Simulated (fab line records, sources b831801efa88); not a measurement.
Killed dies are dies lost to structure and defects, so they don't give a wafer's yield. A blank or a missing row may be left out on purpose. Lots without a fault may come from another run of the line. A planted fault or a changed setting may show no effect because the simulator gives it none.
fab line records | flow gf180mcu
record lots=6 wafers=18 last_day=34
route steps=602 shown CONTACT@299 M1@315
lots that met no fault: from a run of the same line without faults
start_h: hours from the record's first day to the start of the lot's first wafer shown | wait_h: hours since the lot's step before | " the same as in the row above | L1.1+2: a row that stands for several wafers | - no value, or no start given | * or withheld: withheld | < > ~ a bound
route shown NAME@n: a module of which the file shows steps, and the number in the route of the first | usual: mean/standard deviation of fault-free wafers | same: alike in all rows | chamber/n: place in a boat | sites: the reading at each site | _std_site: their standard deviation | _edge_site: outer sites' mean less inner sites' | radius_mm: how far each site lies from the wafer's centre | mask NAME#n: copy n | behind: the tool/chamber that last shaped the wafer | hold: why the lot was held/for how many hours/how that ended | device: the transistor (n, p or np) that didn't switch | end of line: the same wafers' tests at the end of the route | a step without rows: its recipe alone | killed: dies lost to structure and defects at the first sort, not the wafer's yield | map: a wafer's dies, x killed, . not, _ none there
set.NAME: the setting as run; set.NAME@STEP: as run at that earlier step | model.NAME: the simulator's own value behind a step, which no gauge read
lots at some steps of the route; a table a step, a row a wafer
services: from which hour (start_h, from the record's first day; less than 0 if before it) a tool's chamber was out of use, for how many hours, and why
## steps
# step GF_CONTACT_PEB_12
# recipe peb_temp_c=135 peb_time_s=90 resist=KrF
# step GF_CONTACT_DEVELOP_13
# recipe develop_time_s=60 resist=KrF dev_temp_c=21
# step GF_CONTACT_CD_MEAS_14
# recipe target_cd_nm=220
# usual cd_nm=220.4/1.8
# columns lot.wafer tool chamber start_h wait_h cd_nm
L269.2 cd_sem-01 - 417.79 0.1 221.7
L269.3 " - " " 221.6
L269.4 " - " " 221.4
L272.2 cd_sem-01 - 441.72 0.1 221.4
L272.3 " - " " 222.5
L272.4 " - " " 222.4
L277.1 cd_sem-02 - 485.65 0.1 221.0
L277.3 " - " " 221.0
L277.4 " - " " 221.3
L278.2 cd_sem-01 - 498.02 0.1 220.1
L278.4 " - " " 221.1
L278.6 " - " " 221.2
L281.1 cd_sem-02 - 521.29 0.1 217.1
L281.2 " - " " 217.4
L281.4 " - " " 217.7
L285.1 cd_sem-01 - 547.71 0.1 222.0
L285.3 " - " " 223.2
L285.6 " - " " 222.5
# step GF_CONTACT_OVL_MEAS_15
# usual CONTACT_OVL=0/4.6
# columns lot.wafer tool chamber start_h wait_h CONTACT_OVL[nm]
L269.2 overlay-02 - 417.89 0.1 0
L269.3 " - " " -2
L269.4 " - " " 8
L272.2 overlay-02 - 441.83 0.1 2
L272.3 " - " " -8
L272.4 " - " " -2
L277.1 overlay-01 - 485.77 0.1 1
L277.3 " - " " 3
L277.4 " - " " 2
L278.2 overlay-01 - 498.12 0.1 1
L278.4 " - " " -5
L278.6 " - " " 0
L281.1 overlay-01 - 521.41 0.1 -2
L281.2 " - " " -3
L281.4 " - " " -4
L285.1 overlay-01 - 547.83 0.1 5
L285.3 " - " " 1
L285.6 " - " " -3
# step GF_CONTACT_ETCH_16
# recipe chemistry=N2/H2 target_depth_a=withheld overetch_a=withheld time_s=withheld target=BARC ion_energy_ev=200 source_w=500 bias_w=100 pressure_mtorr=30 n2_flow_sccm=100 h2_flow_sccm=200
# step GF_CONTACT_ETCH_17
# recipe chemistry=C4F8/O2/Ar mask_material=KrF target=SiO2 stop_on=CoSi2 source_w=1500 bias_w=1200 pressure_mtorr=40 c4f8_flow_sccm=withheld O2_flow_sccm=6 Ar_flow_sccm=300 time_s=withheld target_depth_a=8600
# usual oes_product_au=0.814/0.005
# columns lot.wafer tool chamber start_h wait_h oes_product_au
L269.2 rie_diel-01 1 - - 0.813
L269.3 " 0 " " 0.819
L269.4 " 3 " " 0.813
L272.2 rie_diel-01 0 - - 0.815
L272.3 " 3 " " 0.815
L272.4 " 2 " " 0.804
L277.1 rie_diel-04 3 - - 0.815
L277.3 " 2 " " 0.820
L277.4 " 1 " " 0.814
L278.2 rie_diel-02 3 - - 0.814
L278.4 " 1 " " 0.824
L278.6 " 2 " " 0.809
L281.1 rie_diel-01 1 - - 0.809
L281.2 " 2 " " 0.808
L281.4 " 0 " " 0.810
L285.1 rie_diel-01 0 - - 0.816
L285.3 " 3 " " 0.809
L285.6 " 1 " " 0.812
# step GF_CONTACT_STRIP_18
# recipe chemistry=O2/N2 power_w=1400 pressure_mtorr=1500 platen_temp_c=250 o2_flow_sccm=3000 n2_flow_sccm=300 overash_fraction=0.5
# usual drypump_motor_current_A=5.7/0.4 heater_power_w=332/29 oes_product_au=0.580/0.0047
# columns lot.wafer tool chamber start_h wait_h drypump_motor_current_A heater_power_w oes_product_au rf_hours_counter_h
L269.2 plasma_asher-01 0 418.08 - 5.5 364 0.576 63
L269.3 " 1 " " 5.7 305 0.579 -
L269.4 " 0 " " 5.5 368 0.581 -
L272.2 plasma_asher-01 0 442.02 - 5.5 381 0.587 66
L272.3 " 0 " " 5.5 370 0.574 -
L272.4 " 1 " " 5.7 300 0.586 -
L277.1 plasma_asher-04 1 485.97 - 6.4 321 0.584 6
L277.3 " 1 " " 6.3 331 0.579 -
L277.4 " 0 " " 5.1 329 0.579 -
L278.2 plasma_asher-04 0 498.32 - 5.1 343 0.586 8
L278.4 " 1 " " 6.4 313 0.587 -
L278.6 " 0 " " 5.1 330 0.581 -
L281.1 plasma_asher-02 1 521.61 - 5.9 343 0.576 88
L281.2 " 0 " " 6.0 277 0.572 88
L281.4 " 0 " " 6.0 286 0.583 -
L285.1 plasma_asher-04 0 548.03 - 5.1 335 0.574 14
L285.3 " 1 " " 6.4 323 0.578 -
L285.6 " 1 " " 6.4 324 0.584 -
# step GF_CONTACT_CLEAN_19
# recipe chemistry=SPM
# step GF_CONTACT_CLEAN_20
# recipe chemistry=DIW
# step GF_CONTACT_CLEAN_21
# recipe chemistry=dHF time_s=20 dilution=100:1 dry=ipa_marangoni
# step GF_CONTACT_SPUTTER_22
# recipe material=Ti target_thk_nm=15 chamber_pressure_pa=5 power_w=2500 substrate_temp_c=200 time_s=80.02
# usual throttle_valve_pct=29.6/1.1
# columns lot.wafer tool chamber start_h wait_h throttle_valve_pct
L269.2 pvd_sputter-01 - 418.40 0.0 30.7
L269.3 " - " " 29.6
L269.4 " - " " 28.6
L272.2 pvd_sputter-02 - 442.32 0.0 31.0
L272.3 " - " " 30.7
L272.4 " - " " 31.2
L277.1 pvd_sputter-02 - 486.26 0.0 30.4
L277.3 " - " " 29.6
L277.4 " - " " 31.2
L278.2 pvd_sputter-01 - 498.61 0.0 28.6
L278.4 " - " " 30.8
L278.6 " - " " 30.6
L281.1 pvd_sputter-03 - 521.91 0.0 29.3
L281.2 " - " " 28.6
L281.4 " - " " 30.5
L285.1 pvd_sputter-01 - 548.34 0.0 29.8
L285.3 " - " " 28.9
L285.6 " - " " 30.9
# step GF_CONTACT_SPUTTER_23
# recipe material=TiN target_thk_nm=10 chamber_pressure_pa=5 power_w=4000 time_s=40
# usual throttle_valve_pct=29.6/1.1
# columns lot.wafer tool chamber start_h wait_h throttle_valve_pct
L269.2 pvd_sputter-01 - 418.46 0.0 31.0
L269.3 " - " " 29.6
L269.4 " - " " 28.9
L272.2 pvd_sputter-02 - 442.38 0.0 31.4
L272.3 " - " " 30.5
L272.4 " - " " 31.4
L277.1 pvd_sputter-02 - 486.33 0.0 30.6
L277.3 " - " " 29.7
L277.4 " - " " 31.1
L278.2 pvd_sputter-01 - 498.68 0.0 28.7
L278.4 " - " " 30.4
L278.6 " - " " 30.7
L281.1 pvd_sputter-03 - 521.97 0.0 29.3
L281.2 " - " " 28.3
L281.4 " - " " 30.4
L285.1 pvd_sputter-01 - 548.40 0.0 29.9
L285.3 " - " " 28.7
L285.6 " - " " 30.8
# step GF_CONTACT_CVD_24
# recipe material=W target_thk_nm=300 time_s=90.339 temp_c=400 pressure_torr=40
# usual heater_power_outer_w=555/56 heater_power_w=909/86 susceptor_temp_C=399.98/0.22
# columns lot.wafer tool chamber start_h wait_h heater_power_outer_w heater_power_w susceptor_temp_C model.W_of_CONTACT_CVD_24.thk_nm
L269.2 cvd_w-02 0 418.50 0.0 646 1058 400.14 299.5
L269.3 " 1 " " 517 822 399.95 301.5
L269.4 " 0 " " 649 1021 399.98 298.7
L272.2 cvd_w-01 0 442.42 0.0 491 808 399.84 301.2
L272.3 " 0 " " 494 829 400.13 297.8
L272.4 " 1 " " 552 923 400.11 303.6
L277.1 cvd_w-02 1 486.36 0.0 491 802 391.82 263.6
L277.3 " 0 " " 619 976 392.13 264
L277.4 " 1 " " 488 813 392.25 261.8
L278.2 cvd_w-02 0 498.71 0.0 623 986 392.25 260.7
L278.4 " 1 " " 491 813 391.69 263.5
L278.6 " 0 " " 614 999 392.21 262
L281.1 cvd_w-01 1 522.01 0.0 549 921 399.80 299.2
L281.2 " 0 " " 500 796 400.35 294.3
L281.4 " 1 " " 545 943 399.85 299.9
L285.1 cvd_w-01 0 548.44 0.0 488 795 400.38 294.8
L285.3 " 0 " " 485 826 400.26 294.9
L285.6 " 0 " " 471 799 400.33 297.7
# step GF_CONTACT_RS_MEAS_25
# recipe thk_meas_gauge=four-point-probe reads=W_of_CONTACT_CVD_24+TiN_of_CONTACT_SPUTTER_23+Ti_of_CONTACT_SPUTTER_22
# usual CONTACT_W_RS=0.382/0.005
# columns lot.wafer tool chamber start_h wait_h CONTACT_W_RS[ohm/sq]
L269.2 film_metro-01 - 418.62 0.1 0.384
L269.3 " - " " 0.380
L269.4 " - " " 0.384
L272.2 film_metro-02 - 442.54 0.1 0.381
L272.3 " - " " 0.386
L272.4 " - " " 0.378
L277.1 film_metro-04 - 486.46 0.1 0.436
L277.3 " - " " 0.435
L277.4 " - " " 0.439
L278.2 film_metro-04 - 498.83 0.1 0.441
L278.4 " - " " 0.437
L278.6 " - " " 0.439
L281.1 film_metro-02 - 522.11 0.1 0.383
L281.2 " - " " 0.390
L281.4 " - " " 0.383
L285.1 film_metro-02 - 548.54 0.1 0.390
L285.3 " - " " 0.389
L285.6 " - " " 0.385
# step GF_CONTACT_THK_MEAS_26
# recipe thk_meas_gauge=xrf reads=W_of_CONTACT_CVD_24
# usual CONTACT_W_THK=296/4.2
# columns lot.wafer tool chamber start_h wait_h CONTACT_W_THK[nm]
L269.2 film_metro-01 - 418.73 0.1 294
L269.3 " - " " 296
L269.4 " - " " 293
L272.2 film_metro-02 - 442.65 0.1 295
L272.3 " - " " 293
L272.4 " - " " 298
L277.1 film_metro-04 - 486.58 0.1 261
L277.3 " - " " 263
L277.4 " - " " 259
L278.2 film_metro-04 - 498.94 0.1 259
L278.4 " - " " 261
L278.6 " - " " 261
L281.1 film_metro-02 - 522.23 0.1 291
L281.2 " - " " 289
L281.4 " - " " 295
L285.1 film_metro-02 - 548.66 0.1 292
L285.3 " - " " 291
L285.6 " - " " 294
# step GF_CONTACT_CMP_27
# recipe stop_on=SiO2 down_force_psi=3.5 platen_rpm=60 t_overpolish_s=15 target_thk_nm=0 pad_velocity_m_s=0.94248
# usual motor_current_A=11.0/1.6 time_to_endpoint_s=73/3.2
# columns lot.wafer tool chamber start_h wait_h motor_current_A time_to_endpoint_s
L269.4 cmp-02 3 418.85 0.1 12.5 74
L269.2 " 0 " " 8.9 75
L269.3 " 2 " " 9.8 73
L272.2 cmp-01 2 442.87 0.2 11.0 72
L272.3 " 3 " " 12.1 74
L272.4 " 1 " " 11.8 74
L277.3 cmp-01 2 486.64 0.0 11.4 63
L277.1 " 3 " " 12.2 65
L277.4 " 0 " " 9.2 64
L278.4 cmp-02 3 499.09 0.1 12.3 66
L278.2 " 0 " " 9.1 64
L278.6 " 2 " " 9.8 63
L281.1 cmp-02 3 522.29 0.1 12.8 75
L281.2 " 0 " " 8.8 75
L281.4 " 2 " " 9.5 74
L285.1 cmp-02 1 548.72 0.1 13.2 73
L285.3 " 0 " " 8.2 74
L285.6 " 1 " " 12.9 73
# step GF_M1_SPUTTER_00
# recipe material=Ti target_thk_nm=37.5 arriving_ion_energy_ev=80 substrate_temp_c=200 chamber_pressure_pa=2 power_w=4000 time_s=150
# usual throttle_valve_pct=30.1/0.89
# columns lot.wafer tool chamber start_h wait_h throttle_valve_pct
L269.2 pvd_sputter-03 - 419.15 0.2 29.0
L269.3 " - " " 28.0
L269.4 " - " " 30.3
L272.2 pvd_sputter-04 - 443.17 0.2 30.7
L272.3 " - " " 30.7
L272.4 " - " " 29.9
L277.1 pvd_sputter-01 - 486.94 0.2 30.9
L277.3 " - " " 30.5
L277.4 " - " " 29.4
L278.2 pvd_sputter-03 - 499.29 0.1 29.3
L278.4 " - " " 28.2
L278.6 " - " " 30.5
L281.1 pvd_sputter-01 - 522.59 0.2 31.0
L281.2 " - " " 28.9
L281.4 " - " " 31.0
L285.1 pvd_sputter-04 - 549.02 0.2 30.5
L285.3 " - " " 30.8
L285.6 " - " " 30.8
## services
# columns tool chamber start_h hours kind
cmp-02 - 396.82 1.5 repair
rie_diel-02 3 399.95 1.3 repair
cmp-02 - 404.00 4.0 pm
rie_diel-01 - 408.35 1.2 repair
plasma_asher-04 - 411.43 2.6 repair
cvd_w-01 1 417.20 2.6 repair
plasma_asher-04 - 421.25 9.0 pm
plasma_asher-04 - 431.83 2.0 repair
rie_diel-01 - 432.23 2.8 pm
rie_diel-01 - 438.54 0.6 repair
plasma_asher-02 - 455.14 2.8 pm
pvd_sputter-02 - 466.69 7.4 repair
rie_diel-04 0 467.87 8.5 repair
plasma_asher-02 - 484.79 15.6 pm
cvd_w-01 - 490.49 1.4 repair
rie_diel-01 - 499.38 13.1 repair
cmp-02 - 509.93 1.9 repair
plasma_asher-01 - 517.54 7.0 repair
cvd_w-02 - 527.45 1.4 repair
rie_diel-04 2 527.63 18.7 repair
plasma_asher-02 - 527.84 0.5 repair
cmp-01 - 532.75 1.4 repair
cmp-01 - 534.11 6.3 pm
cmp-01 - 541.61 2.0 repair
## key
first_sign step=GF_CONTACT_CVD_24 reading=susceptor_temp_C direction=down sigmas=35 usual=* struck=*
effect step=GF_CONTACT_RS_MEAS_25 reading=CONTACT_W_RS direction=up sigmas=11 usual=0.382 struck=0.438
effect step=GF_CONTACT_THK_MEAS_26 reading=CONTACT_W_THK direction=down sigmas=8.5 usual=296 struck=261
effect step=GF_CONTACT_CMP_27 reading=time_to_endpoint_s direction=down sigmas=2.9 usual=* struck=*
model_effect step=GF_CONTACT_CVD_24 value=W_of_CONTACT_CVD_24.thk_nm without=302.8 struck=262.6
met_at GF_CONTACT_CVD_24
struck_wafers L277.1,L277.3,L277.4,L278.2,L278.4,L278.6
tester_left_out L277,L278
onset_between 418.50 486.36
fault kind=process_parameter_drift tool=cvd_w-02 chamber=- onset_h=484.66 steps=GF_CONTACT_CVD_24 channel=temp_c offset=* shape=step end_h=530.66 acts_in=* stated=*
# tester_left_out: of these lots the tester's yield and bins aren't shown, on N5 and GAA mostly nor the transistor test; their killed dies are dies lost to structure and defects alone, not to doping, threshold or leakage, so they don't give the yield
